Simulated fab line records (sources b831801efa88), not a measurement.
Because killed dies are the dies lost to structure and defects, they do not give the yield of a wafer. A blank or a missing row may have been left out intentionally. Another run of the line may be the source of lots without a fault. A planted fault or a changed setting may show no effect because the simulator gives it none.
Matching of chambers    flow gf180mcu    GF_CONTACT_ETCH_16 on rie-diel-02: 4 sister chambers
The step etches BARC in N2/H2. 4 wafers are shown with their chamber, then 7 later ones without.

WAFERS, EACH WITH ITS CHAMBER
wafer   chamber  drypump-motor-current-A (A)
L822.4  1        5.0
L822.6  0        5.6
L823.1  2        5.8
L823.4  3        5.5

WAFERS WITH NO CHAMBER GIVEN
wafer   drypump-motor-current-A (A)
L823.5  5.7
L824.1  5.0
L824.2  5.5
L824.6  5.0
L828.2  5.0
L828.4  5.5
L828.5  5.5

WHICH CHAMBER EACH ONE RAN IN
wafer   from the rows above      in truth
L823.5  can't be placed: 2 or 0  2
L824.1  1                        1
L824.2  3                        3
L824.6  1                        1
L828.2  1                        1
L828.4  3                        3
L828.5  3                        3
Correctly placed: 6 of 7. Cannot be placed on the basis of these rows: 1; the candidates contain the true chamber in 1. Number placed wrongly: 0.
How it was worked out, from the rows above alone: a wafer's distance from a chamber is the root of the sum, over the readings, of the square of ((its reading less the chamber's mean) divided by the reading's scatter). The wafer belongs to the nearest chamber; if the next one is less than 2 further off, it can't be placed. For every chamber, the mean is computed from those of its wafers that are shown. The scatter (one wafer shown for each chamber): square how far every hidden wafer sits from the nearest shown wafer, average those squares and take the square root.
